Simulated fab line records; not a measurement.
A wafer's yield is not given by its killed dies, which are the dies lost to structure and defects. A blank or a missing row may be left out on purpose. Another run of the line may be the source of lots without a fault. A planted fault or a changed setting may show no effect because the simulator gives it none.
Chamber matching / flow sky130 / cmp-01 running SKY_VIA1_CMP_24: 4 sister chambers
The step polishes, stops on SiO2, t overpolish 15 s, target thk 0 nm. 14 wafers are shown with their chamber, then 6 later ones without.

== WAFERS, EACH WITH ITS CHAMBER ==
wafer=L251.1; chamber=0; motor current A (A)=9.2; overpolish run s (s)=14.997; retaining ring pressure frac=0.999
wafer=L251.4; chamber=3; motor current A (A)=11.6; overpolish run s (s)=14.978; retaining ring pressure frac=1.006
wafer=L251.6; chamber=2; motor current A (A)=11.2; overpolish run s (s)=15.009; retaining ring pressure frac=1.001
wafer=L252.2; chamber=0; motor current A (A)=9.2; overpolish run s (s)=14.990; retaining ring pressure frac=0.998
wafer=L252.3; chamber=1; motor current A (A)=11.3; overpolish run s (s)=14.997; retaining ring pressure frac=0.996
wafer=L252.4; chamber=3; motor current A (A)=11.4; overpolish run s (s)=14.999; retaining ring pressure frac=1.002
wafer=L256.5; chamber=0; motor current A (A)=9.1; overpolish run s (s)=14.999; retaining ring pressure frac=0.999
wafer=L256.6; chamber=1; motor current A (A)=11.6; overpolish run s (s)=15.008; retaining ring pressure frac=0.999
wafer=L267.1; chamber=0; motor current A (A)=9.4; overpolish run s (s)=15.006; retaining ring pressure frac=1.008
wafer=L267.3; chamber=3; motor current A (A)=11.1; overpolish run s (s)=15.005; retaining ring pressure frac=0.999
wafer=L267.6; chamber=1; motor current A (A)=11.9; overpolish run s (s)=15.008; retaining ring pressure frac=0.995
wafer=L264.2; chamber=1; motor current A (A)=11.2; overpolish run s (s)=15.008; retaining ring pressure frac=1.000
wafer=L264.3; chamber=2; motor current A (A)=11.1; overpolish run s (s)=15.008; retaining ring pressure frac=1.003
wafer=L264.6; chamber=0; motor current A (A)=9.4; overpolish run s (s)=15.006; retaining ring pressure frac=1.005

SIGNATURES (averages over the wafers above)
reading=motor current A; chamber 0=9.260; chamber 1=11.500; chamber 2=11.150; chamber 3=11.367; scatter within a chamber=0.224
reading=overpolish run s; chamber 0=14.99960; chamber 1=15.00525; chamber 2=15.00850; chamber 3=14.99400; scatter within a chamber=0.00821
reading=retaining ring pressure frac; chamber 0=1.00180; chamber 1=0.99750; chamber 2=1.00200; chamber 3=1.00233; scatter within a chamber=0.0035
Rule: for each reading, subtract the chamber's mean from the wafer's reading, divide by that reading's scatter and square the result; add these up over the readings and take the root, which gives the wafer's distance from the chamber. The wafer belongs to the nearest chamber; if the next one is less than 2 further off, it can't be placed. The scatter is the square root of a quotient: the sum, over the shown wafers, of each reading's squared deviation from its chamber's mean, divided by wafers minus chambers.

== WAFERS WHOSE CHAMBER IS MISSING ==
wafer=L271.1; motor current A (A)=9.5; overpolish run s (s)=15.014; retaining ring pressure frac=1.000
wafer=L271.4; motor current A (A)=11.6; overpolish run s (s)=14.993; retaining ring pressure frac=1.000
wafer=L271.6; motor current A (A)=10.6; overpolish run s (s)=14.993; retaining ring pressure frac=0.994
wafer=L274.1; motor current A (A)=11.3; overpolish run s (s)=15.001; retaining ring pressure frac=1.000
wafer=L274.4; motor current A (A)=9.4; overpolish run s (s)=15.000; retaining ring pressure frac=1.004
wafer=L274.6; motor current A (A)=11.4; overpolish run s (s)=15.001; retaining ring pressure frac=0.998

== EACH ONE'S CHAMBER ==
wafer=L271.1; from the rows above=0; in truth=0
wafer=L271.4; from the rows above=can't be placed: 3 or 1 or 2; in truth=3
wafer=L271.6; from the rows above=can't be placed: 2 or 3 or 1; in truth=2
wafer=L274.1; from the rows above=can't be placed: 3 or 1 or 2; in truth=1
wafer=L274.4; from the rows above=0; in truth=0
wafer=L274.6; from the rows above=can't be placed: 1 or 3 or 2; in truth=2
Correctly placed: 2 of 6. Not placeable from these rows: 4 (in 4, the candidates include the true chamber). Number placed wrongly: 0.
